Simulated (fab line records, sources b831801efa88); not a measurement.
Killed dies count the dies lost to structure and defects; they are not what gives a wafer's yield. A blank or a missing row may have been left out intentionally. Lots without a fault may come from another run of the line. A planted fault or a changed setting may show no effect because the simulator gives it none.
Struck lot and sound lot, side by side    flow sky130    17 steps out of a route of 708
Sound: the wafers L347.1, L347.3, L347.5. The struck wafers were L349.4, L349.5, L349.6. At the end, the cause is stated.
For every step that has rows: the tool of each side, followed by ch and its chambers, followed by its first start. Under that, the readings that differ: sound wafers    struck wafers    difference of the means    sigmas: that difference in standard deviations of wafers without a fault.
alike: a reading whose means differ by less than 2 such deviations, as well as words and numbers matching on both sides. not compared: withheld readings; readings where some wafer has no value; bounds like >300 that might hide an equal value; numbers whose values overlap and for which the record gives no deviation.
Wherever a step has rows on one side only, a row that says differs or no value, or a row with sigmas, the two part there. When numbers do not overlap yet have no deviation, they are printed without sigmas and do not part them. A reading that every wafer of one side lacks parts them only if that side has two wafers or more.

first, 6 steps without rows for these wafers: SKY_RES_XHIGH_COAT_02 (resist thk 1140 nm); SKY_RES_XHIGH_SOFTBAKE_03 (time 60 s); SKY_RES_XHIGH_EXPOSE_04 (exposes mask URPM, target cd 1270 nm); SKY_RES_XHIGH_PEB_05; SKY_RES_XHIGH_DEVELOP_06 (develop time 60 s); SKY_RES_XHIGH_IMPLANT_07.
SKY_RES_XHIGH_STRIP_08: strips in O2/N2.
  sound on plasma asher-04 ch 0,1, day 28 03:26; struck on plasma asher-01 ch 0,1, day 28 22:25
  alike: drypump motor current A, oes product au, strip time to endpoint s
  not compared: rf hours counter h
SKY_RES_XHIGH_TW_MEAS_09:
  sound on film metro-02, day 28 03:32; struck on film metro-02, day 28 22:31
  alike: RES_XHIGH_TW
then, 4 steps without rows for these wafers: SKY_SD_N_DEHYDRATE_00 (time 60 s); SKY_SD_N_HMDS_01 (prime time 60 s); SKY_SD_N_COAT_02 (resist thk 1140 nm); SKY_SD_N_SOFTBAKE_03 (time 60 s).
SKY_SD_N_EXPOSE_04: exposes mask NSDM, target cd 380 nm.
  sound on iline stepper-01 ch 0, day 28 17:54; struck on iline stepper-02 ch 0, day 29 12:49
reading  sound                 struck                         difference  sigmas
mask     NSDM#0 NSDM#0 NSDM#0  NSDM_R1#0 NSDM_R1#0 NSDM_R1#0  differs     
  alike: exposure dose mJ cm2
then, 2 steps without rows for these wafers: SKY_SD_N_PEB_05; SKY_SD_N_DEVELOP_06 (develop time 60 s).
SKY_SD_N_CD_MEAS_07: target cd 380 nm.
  sound on cd sem-01, day 29 07:53; struck on cd sem-01, day 30 02:59
reading     sound              struck             difference  sigmas
cd nm (nm)  382.2 382.3 382.2  333.7 332.6 333.9  -48.8       -19
SKY_SD_N_OVL_MEAS_08:
  sound on overlay-02, day 29 08:00; struck on overlay-01, day 30 03:04
  alike: SD_N_OVL

== WHERE THEY PART ==
Earliest at SKY_SD_N_EXPOSE_04; latest, in this record, at SKY_SD_N_CD_MEAS_07. Later steps at which nothing parts them and some readings are alike: SKY_SD_N_OVL_MEAS_08.

WHY: whatever the simulator had introduced
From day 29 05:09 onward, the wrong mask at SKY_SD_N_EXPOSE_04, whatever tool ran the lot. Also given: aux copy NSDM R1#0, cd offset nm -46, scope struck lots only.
